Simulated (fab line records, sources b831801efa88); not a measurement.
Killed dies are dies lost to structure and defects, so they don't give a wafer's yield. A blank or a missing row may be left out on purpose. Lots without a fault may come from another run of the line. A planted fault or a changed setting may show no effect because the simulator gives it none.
fab line records | flow sky130
record lots=13 wafers=39 last_day=52
route steps=708 shown GATE_OXIDE@203 SD_P@328 LI_CONTACT@375 PAD_OPEN@708
lots that met no fault: from a run of the same line without faults
start_h: hours from the record's first day to the start of the lot's first wafer shown | wait_h: hours since the lot's step before | " the same as in the row above | L1.1+2: a row that stands for several wafers | - no value, or no start given | * or withheld: withheld | < > ~ a bound
route shown NAME@n: a module of which the file shows steps, and the number in the route of the first | usual: mean/standard deviation of fault-free wafers | same: alike in all rows | chamber/n: place in a boat | sites: the reading at each site | _std_site: their standard deviation | _edge_site: outer sites' mean less inner sites' | radius_mm: how far each site lies from the wafer's centre | mask NAME#n: copy n | behind: the tool/chamber that last shaped the wafer | hold: why the lot was held/for how many hours/how that ended | device: the transistor (n, p or np) that didn't switch | end of line: the same wafers' tests at the end of the route | a step without rows: its recipe alone | killed: dies lost to structure and defects at the first sort, not the wafer's yield | map: a wafer's dies, x killed, . not, _ none there
set.NAME: the setting as run; set.NAME@STEP: as run at that earlier step | model.NAME: the simulator's own value behind a step, which no gauge read
steps of the route over a sample of lots; a table a step, a row a wafer
services: from which hour (start_h, from the record's first day; less than 0 if before it) a tool's chamber was out of use, for how many hours, and why
## steps
# step SKY_GATE_OXIDE_OXIDATION_16
# recipe temp_c=800 ambient=O2 idle_temp_c=700 ramp_up_c_per_min=10 ramp_down_c_per_min=3 stabilise_s=600 purge_s=300 target_thk_a=35.7 ox_time_s=1915
# usual spike_tc_top_C=817.1/1.9 tube_center_temp_C_max=802.0/0.31 zone_power_bottom_pct=20.02/0.21 zone_power_lower_pct=14.9/0.37
# same purge_s=300
# columns lot.wafer tool chamber start_h wait_h spike_tc_top_C tube_center_temp_C_max zone_power_bottom_pct zone_power_lower_pct
L900.2 furnace-02 0 316.86 0.0 814.7 802.1 20.01 15.2
L900.4 " 0 " " 816.1 802.0 19.59 15.4
L900.5 " 0 " " 813.0 802.2 19.96 15.6
L901.2 furnace-02 0 328.39 0.0 815.5 802.0 19.75 15.5
L901.3 " 0 " " 814.8 802.0 20.19 15.4
L901.6 " 0 " " 814.3 802.3 19.74 15.4
L903.3 furnace-01 0 359.02 1.6 819.1 802.0 19.80 14.4
L903.4 " 0 " " 817.0 802.1 19.46 14.6
L903.6 " 0 " " 817.9 802.2 20.29 14.7
L904.2 furnace-01 0 369.55 2.5 817.8 801.8 19.81 14.4
L904.3 " 0 " " 816.9 802.3 20.17 14.8
L904.4 " 0 " " 818.2 802.0 19.82 14.8
L907.1 furnace-02 0 391.19 1.2 814.1 801.8 19.78 15.5
L907.3 " 0 " " 815.4 801.5 19.93 15.2
L907.5 " 0 " " 815.1 802.3 20.03 15.4
L908.3 furnace-02 0 391.19 1.1 816.0 802.1 20.02 15.4
L908.5 " 0 " " 815.0 802.6 20.28 15.5
L908.6 " 0 " " 815.3 802.0 19.92 15.4
L910.1 furnace-02 0 407.13 1.1 813.8 801.7 20.02 15.3
L910.3 " 0 " " 814.6 801.7 19.88 15.1
L910.4 " 0 " " 814.7 802.2 19.74 15.4
L914.3 furnace-01 0 449.76 0.0 819.2 801.7 20.03 14.6
L914.5 " 0 " " 818.1 802.2 20.31 14.8
L914.6 " 0 " " 819.0 801.8 19.87 14.6
L905.1 furnace-01 0 489.55 120.9 819.8 801.9 20.04 14.5
L905.5 " 0 " " 817.3 801.9 19.94 14.6
L905.6 " 0 " " 817.2 802.3 20.52 14.7
L918.3 furnace-01 0 497.07 0.0 818.0 802.3 20.04 14.7
L918.4 " 0 " " 818.0 801.9 20.04 14.5
L918.5 " 0 " " 818.3 802.0 19.86 14.9
L906.1 furnace-01 0 506.40 120.5 818.0 802.0 20.14 14.9
L906.2 " 0 " " 817.7 802.0 20.28 14.6
L906.5 " 0 " " 817.9 802.2 20.02 14.7
L909.3 furnace-01 0 515.48 120.5 817.9 801.9 19.92 14.7
L909.4 " 0 " " 819.7 801.7 20.14 14.7
L909.6 " 0 " " 818.9 802.3 20.25 14.6
L920.1 furnace-01 0 516.16 1.5 819.1 802.3 20.04 14.6
L920.3 " 0 " " 820.3 801.9 20.21 14.7
L920.6 " 0 " " 817.6 801.7 20.07 14.5
# step SKY_SD_P_OVL_MEAS_08
# usual SD_P_OVL=-0.1/1.3
# columns lot.wafer tool chamber start_h wait_h SD_P_OVL[nm]
L900.2 overlay-02 - 591.54 0.1 -1.7
L900.4 " - " " 0.4
L900.5 " - " " 1.6
L901.2 overlay-02 - 604.99 0.1 0.3
L901.3 " - " " 0.9
L901.6 " - " " 0.3
L903.3 overlay-02 - 636.54 0.1 -0.6
L903.4 " - " " 1.3
L903.6 " - " " 0.2
L904.2 overlay-02 - 645.41 0.1 0.7
L904.3 " - " " 1.8
L904.4 " - " " 1.2
L908.3 overlay-01 - 670.34 0.1 -1.3
L908.5 " - " " -1.2
L908.6 " - " " -1.2
L907.1 overlay-02 - 672.08 0.1 -0.4
L907.3 " - " " -1.1
L907.5 " - " " -1.3
L910.1 overlay-02 - 682.86 0.1 -0.2
L910.3 " - " " 0.3
L910.4 " - " " -0.4
L914.3 overlay-02 - 730.99 0.1 -2.2
L914.5 " - " " -0.8
L914.6 " - " " -0.6
L918.3 overlay-02 - 761.49 0.1 3.2
L918.4 " - " " 1.2
L918.5 " - " " 2.3
L905.1 overlay-02 - 769.46 0.1 0.8
L905.5 " - " " 1.4
L905.6 " - " " 1.8
L920.1 overlay-02 - 779.16 0.1 -1.7
L920.3 " - " " 0.4
L920.6 " - " " -0.1
L906.1 overlay-01 - 783.21 0.1 0.0
L906.2 " - " " -0.3
L906.5 " - " " 0.1
L909.3 overlay-01 - 793.29 0.1 0.0
L909.4 " - " " -1.7
L909.6 " - " " -1.8
# step SKY_LI_CONTACT_OVL_MEAS_13
# usual LI_CONTACT_OVL=1/7
# columns lot.wafer tool chamber start_h wait_h LI_CONTACT_OVL[nm]
L900.2 overlay-01 - 678.49 0.1 -14
L900.4 " - " " -10
L900.5 " - " " -5
L901.2 overlay-02 - 691.53 0.1 1
L901.3 " - " " -6
L901.6 " - " " 2
L903.3 overlay-02 - 721.54 0.1 13
L903.4 " - " " 7
L903.6 " - " " 2
L904.2 overlay-01 - 727.40 0.1 1
L904.3 " - " " -10
L904.4 " - " " -8
L908.3 overlay-01 - 752.39 0.1 11
L908.5 " - " " 9
L908.6 " - " " 12
L907.1 overlay-02 - 754.18 0.1 1
L907.3 " - " " 9
L907.5 " - " " 2
L910.1 overlay-02 - 766.79 0.1 -7
L910.3 " - " " -4
L910.4 " - " " -7
L914.3 overlay-02 - 813.14 0.1 -3
L914.5 " - " " 0
L914.6 " - " " 5
L918.3 overlay-02 - 841.70 0.1 11
L918.4 " - " " 11
L918.5 " - " " 10
L905.1 overlay-01 - 850.64 0.1 7
L905.5 " - " " 7
L905.6 " - " " 2
L920.1 overlay-01 - 860.39 0.1 -2
L920.3 " - " " -3
L920.6 " - " " -4
L906.1 overlay-02 - 866.43 0.1 0
L906.2 " - " " -4
L906.5 " - " " 0
L909.3 overlay-01 - 875.90 0.1 5
L909.4 " - " " 5
L909.6 " - " " 9
# step SKY_LI_CONTACT_STRIP_16
# recipe chemistry=O2/N2 power_w=1400 pressure_mtorr=1500 platen_temp_c=withheld o2_flow_sccm=3000 n2_flow_sccm=300 overash_fraction=0.5
# usual drypump_motor_current_A=5.8/0.48 oes_product_au=0.375/0.0046 strip_time_to_endpoint_s=3.49/0.033
# columns lot.wafer tool chamber start_h wait_h drypump_motor_current_A oes_product_au rf_hours_counter_h strip_time_to_endpoint_s
L900.2 plasma_asher-01 1 678.65 - 5.2 0.373 75 3.49
L900.4 " 0 " " 5.2 0.372 - 3.53
L900.5 " 1 " " 5.2 0.370 - 3.48
L901.2 plasma_asher-03 0 691.69 - 5.4 0.374 53 3.47
L901.3 " 1 " " 6.4 0.371 - 3.49
L901.6 " 0 " " 5.4 0.375 - 3.52
L903.3 plasma_asher-03 1 721.98 - 6.4 0.379 - 3.57
L903.4 " 0 " " 5.4 0.386 - 3.54
L903.6 " 1 " " 6.4 0.379 - 3.52
L904.2 plasma_asher-03 0 727.55 - 5.4 0.369 56 3.47
L904.3 " 1 " " 6.5 0.382 - 3.54
L904.4 " 0 " " 5.4 0.373 - 3.51
L908.3 plasma_asher-03 1 752.58 - 6.4 0.369 - 3.47
L908.5 " 1 " " 6.4 0.375 - 3.52
L908.6 " 0 " " 5.4 0.374 - 3.47
L907.1 plasma_asher-02 0 754.35 - 5.9 0.384 33 3.52
L907.3 " 0 " " 5.8 0.366 - 3.51
L907.5 " 0 " " 5.9 0.381 - 3.53
L910.1 plasma_asher-01 0 766.95 - 5.1 0.378 84 3.48
L910.3 " 0 " " 5.1 0.377 - 3.50
L910.4 " 1 " " 5.2 0.376 - 3.51
L914.3 plasma_asher-02 0 813.33 - 5.9 0.376 - 3.53
L914.5 " 1 " " 6.2 0.388 - 3.54
L914.6 " 0 " " 5.9 0.376 - 3.51
L918.3 plasma_asher-03 1 841.89 - 6.4 0.378 - 3.46
L918.4 " 0 " " 5.4 0.375 - 3.47
L918.5 " 0 " " 5.4 0.380 - 3.53
L905.1 plasma_asher-02 0 850.80 - 5.9 0.380 30 3.49
L905.5 " 0 " " 5.9 0.370 - 3.52
L905.6 " 1 " " 6.1 0.371 - 3.50
L920.1 plasma_asher-02 0 860.56 - 5.8 0.381 44 3.45
L920.3 " 1 " " 6.1 0.377 - 3.53
L920.6 " 1 " " 6.1 0.378 - 3.46
L906.1 plasma_asher-03 1 866.60 - 6.5 0.380 59 3.48
L906.2 " 0 " " 5.4 0.375 59 3.48
L906.5 " 1 " " 6.5 0.378 - 3.47
L909.3 plasma_asher-02 0 876.09 - 5.8 0.367 - 3.49
L909.4 " 1 " " 6.2 0.378 - 3.48
L909.6 " 1 " " 6.1 0.387 - 3.54
# step SKY_PAD_OPEN_PROBE_99
# usual killed_at_M0_to_M3=43/6.6 killed_at_M4_up=3.1/1.6 killed_at_contacts=23/5.6 killed_at_front_end=15/4.2 killed_at_other=0.2/0.43 killed_dies=85/9.3 killed_on_rim=17/3.6 killed_open=46/6.6 killed_short=39/6.2
# same gross_dies=492 killed_at_back_side=0
# columns lot.wafer tool chamber start_h wait_h killed_at_M0_to_M3 killed_at_M4_up killed_at_contacts killed_at_front_end killed_at_other killed_dies killed_on_rim killed_open killed_short
L900.2 prober-01 - 1073.31 0.1 49 5 24 15 0 93 17 47 46
L900.4 prober-01 - 1073.41 0.2 53 2 10 11 1 77 17 51 26
L900.5 prober-01 - 1073.46 0.2 51 3 23 17 0 94 20 52 42
L901.2 prober-02 - 1083.38 0.1 44 4 25 14 0 87 17 42 45
L901.3 prober-02 - 1083.43 0.2 54 9 21 8 0 92 22 50 42
L901.6 prober-02 - 1083.58 0.2 43 3 25 10 2 83 14 48 35
L903.3 prober-02 - 1107.06 0.2 45 0 26 18 0 89 13 55 34
L903.4 prober-02 - 1107.11 0.2 45 2 22 27 0 96 22 55 41
L903.6 prober-02 - 1107.21 0.2 49 4 26 13 0 92 15 49 43
L904.2 prober-01 - 1110.48 0.1 46 4 28 22 0 100 19 57 43
L904.3 prober-01 - 1110.53 0.2 46 3 22 13 0 84 15 50 34
L904.4 prober-01 - 1110.58 0.2 57 1 22 16 0 96 24 53 43
L908.3 prober-02 - 1131.12 0.2 56 5 14 16 0 91 16 45 46
L908.5 prober-02 - 1131.22 0.2 44 5 25 7 0 81 17 47 34
L908.6 prober-02 - 1131.27 0.2 52 4 23 15 0 94 20 62 32
L907.1 prober-01 - 1132.56 0.1 42 1 37 15 0 95 23 57 38
L907.3 prober-01 - 1132.66 0.2 40 7 26 13 1 87 15 39 48
L907.5 prober-01 - 1132.76 0.2 44 3 27 18 0 92 18 39 53
L910.1 prober-01 - 1141.25 0.1 42 1 23 9 1 76 12 44 32
L910.3 prober-01 - 1141.35 0.2 45 4 31 21 0 101 21 57 44
L910.4 prober-01 - 1141.40 0.2 23 1 23 21 0 68 13 40 28
L914.3 prober-02 - 1170.93 0.2 48 2 21 15 0 86 13 45 41
L914.5 prober-02 - 1171.03 0.2 28 2 27 18 0 75 16 42 33
L914.6 prober-02 - 1171.08 0.2 41 5 21 14 0 81 13 40 41
L918.3 prober-01 - 1190.17 0.2 40 3 34 14 0 91 18 53 38
L918.4 prober-01 - 1190.22 0.2 38 1 17 14 1 71 15 29 42
L918.5 prober-01 - 1190.27 0.2 44 3 19 16 2 84 22 50 34
L920.1 prober-02 - 1199.85 0.1 31 3 22 14 1 71 18 40 31
L920.3 prober-02 - 1199.95 0.2 48 4 34 13 1 100 17 56 44
L920.6 prober-02 - 1200.10 0.2 39 2 21 13 0 75 17 42 33
L905.1 prober-02 - 1237.39 0.1 30 5 29 7 0 71 10 43 28
L905.5 prober-02 - 1237.59 0.2 59 2 17 19 0 97 22 54 43
L905.6 prober-02 - 1237.64 0.2 42 2 26 26 0 96 21 53 43
L906.1 prober-01 - 1241.18 0.1 47 3 21 9 0 80 16 38 42
L906.2 prober-01 - 1241.23 0.1 36 2 30 9 0 77 14 42 35
L906.5 prober-01 - 1241.38 0.2 38 4 24 11 0 77 17 42 35
L909.3 prober-02 - 1253.06 0.2 49 2 19 10 0 80 20 37 43
L909.4 prober-02 - 1253.11 0.2 36 5 34 15 0 90 22 50 40
L909.6 prober-02 - 1253.21 0.2 38 3 29 10 0 80 14 38 42
# killed by level:class
L900.2 VIA1:geometric_particle:open=12 VIA1:geometric_particle:short=9 CONTACT:geometric_particle:open=8 METAL1:geometric_particle:short=8 VIA3:geometric_particle:open=7 LI_CONTACT:geometric_particle:short=6 POLY_GATE:geometric_particle:short=5 CONTACT:geometric_particle:short=4
L900.4 VIA1:geometric_particle:open=18 VIA2:geometric_particle:open=9 VIA3:geometric_particle:open=8 POLY_GATE:geometric_particle:open=5 CONTACT:geometric_particle:open=5 VIA1:geometric_particle:short=5 METAL2:geometric_particle:short=4 METAL1:geometric_particle:short=3
L900.5 VIA2:geometric_particle:open=11 VIA1:geometric_particle:open=9 LI_CONTACT:geometric_particle:open=8 CONTACT:geometric_particle:open=6 FIELD_ISO:geometric_particle:short=5 POLY_GATE:geometric_particle:open=5 METAL2:geometric_particle:short=5 VIA1:geometric_particle:short=5
L901.2 CONTACT:geometric_particle:open=13 VIA2:geometric_particle:open=7 METAL1:geometric_particle:short=6 VIA1:geometric_particle:open=6 VIA2:geometric_particle:short=6 FIELD_ISO:geometric_particle:short=5 LI_CONTACT:geometric_particle:short=5 VIA3:geometric_particle:open=5
L901.3 VIA3:geometric_particle:open=10 VIA1:geometric_particle:open=10 METAL2:geometric_particle:short=7 VIA2:geometric_particle:open=7 LI_CONTACT:geometric_particle:open=6 VIA3:geometric_particle:short=6 METAL4:geometric_particle:short=6 CONTACT:geometric_particle:open=5
L901.6 VIA2:geometric_particle:open=11 CONTACT:geometric_particle:open=9 LI_CONTACT:geometric_particle:open=7 VIA1:geometric_particle:open=6 VIA3:geometric_particle:open=5 METAL2:geometric_particle:short=5 METAL1:geometric_particle:short=4 FIELD_ISO:geometric_particle:short=3
L903.3 VIA1:geometric_particle:open=11 CONTACT:geometric_particle:open=9 LI_CONTACT:geometric_particle:open=8 METAL1:geometric_particle:short=6 VIA2:geometric_particle:short=6 VIA2:geometric_particle:open=6 FIELD_ISO:geometric_particle:open=5 POLY_GATE:geometric_particle:short=5
L903.4 VIA1:geometric_particle:open=11 VIA3:geometric_particle:open=8 FIELD_ISO:geometric_particle:open=6 LI_CONTACT:geometric_particle:open=6 VIA2:geometric_particle:open=6 POLY_GATE:geometric_particle:short=5 CONTACT:geometric_particle:short=5 CONTACT:geometric_particle:open=5
L903.6 VIA1:geometric_particle:open=12 VIA3:geometric_particle:open=10 LI_CONTACT:geometric_particle:open=7 CONTACT:geometric_particle:open=7 METAL2:geometric_particle:short=7 METAL1:geometric_particle:short=6 LI_CONTACT:geometric_particle:short=4 LOCAL_INTERCONNECT:geometric_particle:short=4
L904.2 CONTACT:geometric_particle:open=9 VIA2:geometric_particle:open=9 LI_CONTACT:geometric_particle:open=8 VIA1:geometric_particle:open=8 CONTACT:geometric_particle:short=6 METAL1:geometric_particle:short=6 FIELD_ISO:geometric_particle:open=5 FIELD_ISO:geometric_particle:short=5
L904.3 METAL1:geometric_particle:short=9 VIA2:geometric_particle:open=9 CONTACT:geometric_particle:open=7 VIA1:geometric_particle:open=7 VIA3:geometric_particle:open=6 LI_CONTACT:geometric_particle:open=6 CONTACT:geometric_particle:short=5 POLY_GATE:geometric_particle:open=4
L904.4 VIA1:geometric_particle:open=12 METAL2:geometric_particle:short=11 LI_CONTACT:geometric_particle:open=10 VIA2:geometric_particle:open=8 VIA1:geometric_particle:short=7 VIA3:geometric_particle:open=6 CONTACT:geometric_particle:open=5 CONTACT:geometric_particle:short=5
L908.3 VIA1:geometric_particle:open=10 VIA1:geometric_particle:short=9 METAL1:geometric_particle:short=8 VIA2:geometric_particle:open=7 VIA3:geometric_particle:open=7 VIA3:geometric_particle:short=6 POLY_GATE:geometric_particle:short=5 LI_CONTACT:geometric_particle:short=5
L908.5 CONTACT:geometric_particle:open=11 VIA1:geometric_particle:open=10 LI_CONTACT:geometric_particle:open=9 VIA2:geometric_particle:open=8 VIA1:geometric_particle:short=5 METAL4:geometric_particle:short=5 VIA3:geometric_particle:open=5 METAL2:geometric_particle:short=4
L908.6 VIA1:geometric_particle:open=18 VIA2:geometric_particle:open=12 CONTACT:geometric_particle:open=9 LI_CONTACT:geometric_particle:open=8 FIELD_ISO:geometric_particle:open=5 METAL2:geometric_particle:short=5 FIELD_ISO:geometric_particle:short=4 METAL1:geometric_particle:short=4
L907.1 VIA1:geometric_particle:open=15 CONTACT:geometric_particle:open=12 CONTACT:geometric_particle:short=11 LI_CONTACT:geometric_particle:open=10 VIA2:geometric_particle:open=6 FIELD_ISO:geometric_particle:short=5 METAL1:geometric_particle:short=5 POLY_GATE:geometric_particle:open=4
L907.3 VIA1:geometric_particle:open=8 LI_CONTACT:geometric_particle:open=8 CONTACT:geometric_particle:short=7 METAL1:geometric_particle:short=6 VIA3:geometric_particle:open=6 METAL2:geometric_particle:short=5 CONTACT:geometric_particle:open=5 VIA1:geometric_particle:short=5
L907.5 METAL1:geometric_particle:short=9 VIA2:geometric_particle:short=8 CONTACT:geometric_particle:open=8 VIA1:geometric_particle:open=8 CONTACT:geometric_particle:short=7 FIELD_ISO:geometric_particle:open=5 FIELD_ISO:geometric_particle:short=5 LI_CONTACT:geometric_particle:open=5
L910.1 VIA1:geometric_particle:open=12 CONTACT:geometric_particle:open=7 FIELD_ISO:geometric_particle:short=5 METAL2:geometric_particle:short=5 LI_CONTACT:geometric_particle:open=5 CONTACT:geometric_particle:short=4 VIA1:geometric_particle:short=4 VIA2:geometric_particle:open=4
L910.3 CONTACT:geometric_particle:open=15 VIA1:geometric_particle:open=11 CONTACT:geometric_particle:short=7 VIA2:geometric_particle:open=7 VIA1:geometric_particle:short=6 METAL3:geometric_particle:short=5 LOCAL_INTERCONNECT:geometric_particle:short=5 VIA3:geometric_particle:open=5
L910.4 CONTACT:geometric_particle:open=8 LI_CONTACT:geometric_particle:open=7 VIA1:geometric_particle:open=6 FIELD_ISO:geometric_particle:short=5 FIELD_ISO:geometric_particle:open=5 POLY_GATE:geometric_particle:short=4 VIA3:geometric_particle:short=4 VIA1:geometric_particle:short=4
L914.3 VIA1:geometric_particle:open=13 CONTACT:geometric_particle:open=6 VIA2:geometric_particle:open=6 FIELD_ISO:geometric_particle:open=5 LI_CONTACT:geometric_particle:open=5 CONTACT:geometric_particle:short=5 VIA1:geometric_particle:short=5 VIA3:geometric_particle:open=5
L914.5 VIA1:geometric_particle:open=9 LI_CONTACT:geometric_particle:open=7 CONTACT:geometric_particle:open=7 CONTACT:geometric_particle:short=7 FIELD_ISO:geometric_particle:open=5 POLY_GATE:geometric_particle:open=4 METAL2:geometric_particle:short=4 VIA3:geometric_particle:open=4
L914.6 VIA1:geometric_particle:short=10 VIA1:geometric_particle:open=9 LI_CONTACT:geometric_particle:open=7 CONTACT:geometric_particle:open=6 METAL2:geometric_particle:short=6 CONTACT:geometric_particle:short=5 METAL1:geometric_particle:short=5 VIA2:geometric_particle:open=5
L918.3 LI_CONTACT:geometric_particle:open=11 VIA1:geometric_particle:open=11 FIELD_ISO:geometric_particle:open=8 CONTACT:geometric_particle:open=8 LOCAL_INTERCONNECT:geometric_particle:short=6 METAL1:geometric_particle:short=6 VIA2:geometric_particle:open=6 CONTACT:geometric_particle:short=5
L918.4 LI_CONTACT:geometric_particle:open=7 METAL2:geometric_particle:short=7 POLY_GATE:geometric_particle:short=5 METAL1:geometric_particle:short=5 VIA3:geometric_particle:open=5 FIELD_ISO:geometric_particle:short=4 CONTACT:geometric_particle:open=4 VIA2:geometric_particle:open=4
L918.5 VIA1:geometric_particle:open=10 CONTACT:geometric_particle:open=9 VIA3:geometric_particle:open=7 VIA1:geometric_particle:short=6 FIELD_ISO:geometric_particle:open=5 LI_CONTACT:geometric_particle:open=5 METAL2:geometric_particle:short=5 FIELD_ISO:geometric_particle:short=4
L920.1 LI_CONTACT:geometric_particle:open=7 CONTACT:geometric_particle:short=7 VIA1:geometric_particle:open=7 FIELD_ISO:geometric_particle:open=5 CONTACT:geometric_particle:open=5 FIELD_ISO:geometric_particle:short=4 POLY_GATE:geometric_particle:open=4 METAL2:geometric_particle:short=4
L920.3 VIA1:geometric_particle:open=16 CONTACT:geometric_particle:open=11 LI_CONTACT:geometric_particle:open=9 VIA2:geometric_particle:open=9 LOCAL_INTERCONNECT:geometric_particle:short=7 FIELD_ISO:geometric_particle:open=4 CONTACT:geometric_particle:short=4 METAL1:geometric_particle:short=4
L920.6 VIA1:geometric_particle:open=10 FIELD_ISO:geometric_particle:open=6 VIA2:geometric_particle:open=6 LI_CONTACT:geometric_particle:open=5 CONTACT:geometric_particle:open=5 VIA3:geometric_particle:open=5 LI_CONTACT:geometric_particle:short=4 CONTACT:geometric_particle:short=4
L905.1 CONTACT:geometric_particle:open=12 LI_CONTACT:geometric_particle:open=9 VIA3:geometric_particle:open=7 VIA1:geometric_particle:open=5 METAL4:geometric_particle:short=4 FIELD_ISO:geometric_particle:short=3 CONTACT:geometric_particle:short=3 METAL1:geometric_particle:short=3
L905.5 VIA1:geometric_particle:open=14 VIA2:geometric_particle:open=14 FIELD_ISO:geometric_particle:short=8 METAL1:geometric_particle:short=8 CONTACT:geometric_particle:open=7 VIA1:geometric_particle:short=6 LI_CONTACT:geometric_particle:open=5 VIA2:geometric_particle:short=4
L905.6 LI_CONTACT:geometric_particle:open=10 VIA2:geometric_particle:open=8 VIA3:geometric_particle:open=8 CONTACT:geometric_particle:open=7 FIELD_ISO:geometric_particle:short=6 POLY_GATE:geometric_particle:open=5 VIA1:geometric_particle:short=5 FIELD_ISO:geometric_particle:open=4
L906.1 VIA3:geometric_particle:open=10 VIA1:geometric_particle:open=7 VIA2:geometric_particle:open=6 VIA1:geometric_particle:short=6 METAL2:geometric_particle:short=6 LI_CONTACT:geometric_particle:open=5 LOCAL_INTERCONNECT:geometric_particle:short=5 CONTACT:geometric_particle:short=5
L906.2 LI_CONTACT:geometric_particle:open=14 CONTACT:geometric_particle:open=7 VIA1:geometric_particle:open=7 METAL2:geometric_particle:short=6 VIA3:geometric_particle:open=5 LOCAL_INTERCONNECT:geometric_particle:short=4 METAL1:geometric_particle:short=4 VIA1:geometric_particle:short=4
L906.5 VIA1:geometric_particle:open=11 CONTACT:geometric_particle:open=9 VIA2:geometric_particle:open=8 LOCAL_INTERCONNECT:geometric_particle:short=5 CONTACT:geometric_particle:short=5 FIELD_ISO:geometric_particle:short=4 LI_CONTACT:geometric_particle:open=4 METAL1:geometric_particle:short=4
L909.3 METAL2:geometric_particle:short=13 METAL1:geometric_particle:short=10 VIA3:geometric_particle:open=7 CONTACT:geometric_particle:open=6 LOCAL_INTERCONNECT:geometric_particle:open=5 VIA1:geometric_particle:short=4 VIA1:geometric_particle:open=4 VIA2:geometric_particle:open=4
L909.4 CONTACT:geometric_particle:open=12 VIA1:geometric_particle:open=10 VIA2:geometric_particle:open=9 LI_CONTACT:geometric_particle:short=7 LI_CONTACT:geometric_particle:open=7 VIA3:geometric_particle:open=5 METAL4:geometric_particle:short=5 FIELD_ISO:geometric_particle:open=4
L909.6 CONTACT:geometric_particle:open=15 METAL2:geometric_particle:short=11 METAL1:geometric_particle:short=7 VIA1:geometric_particle:open=7 CONTACT:geometric_particle:short=5 FIELD_ISO:geometric_particle:short=4 LOCAL_INTERCONNECT:geometric_particle:short=4 VIA2:geometric_particle:open=4
## services
# columns tool chamber start_h hours kind
plasma_asher-03 - 299.98 2.8 pm
plasma_asher-01 - 320.77 2.0 repair
plasma_asher-01 - 346.25 8.3 repair
furnace-01 - 349.81 3.6 pm
furnace-01 - 389.32 3.3 pm
plasma_asher-03 - 412.14 1.6 repair
plasma_asher-02 - 421.27 9.0 pm
plasma_asher-02 - 444.39 0.4 repair
plasma_asher-03 - 480.24 14.7 repair
furnace-02 - 492.37 8.8 pm
furnace-02 - 503.62 22.4 repair
plasma_asher-03 - 506.24 0.6 repair
furnace-02 - 566.32 3.8 pm
furnace-02 - 623.81 2.5 pm
furnace-01 - 632.28 4.3 pm
plasma_asher-03 - 662.69 1.1 repair
plasma_asher-02 - 692.52 2.8 pm
furnace-01 - 709.72 1.0 repair
plasma_asher-03 - 715.79 4.5 repair
furnace-01 - 724.50 3.2 pm
plasma_asher-02 - 725.45 1.5 repair
furnace-02 - 734.40 3.6 pm
furnace-01 - 734.55 3.9 repair
furnace-01 - 812.42 3.2 repair
## key
first_sign step=SKY_GATE_OXIDE_OXIDATION_16 reading=wait_h direction=changed
effect none on later readings
met_at SKY_GATE_OXIDE_OXIDATION_16
struck_lots L905,L906,L909
struck_wafers L905.1,L905.5,L905.6,L906.1,L906.2,L906.5,L909.3,L909.4,L909.6
tester_left_out L905,L906,L909
not_acting_at SKY_SD_P_OVL_MEAS_08,SKY_LI_CONTACT_OVL_MEAS_13,SKY_LI_CONTACT_STRIP_16
fault kind=queue_time_violation tool=furnace-01,furnace-02 chamber=0 onset_h=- steps=SKY_GATE_OXIDE_OXIDATION_16 delay_hr=120 scope=struck_lots_only
# tester_left_out: of these lots the tester's yield and bins aren't shown, on N5 and GAA mostly nor the transistor test; their killed dies are dies lost to structure and defects alone, not to doping, threshold or leakage, so they don't give the yield
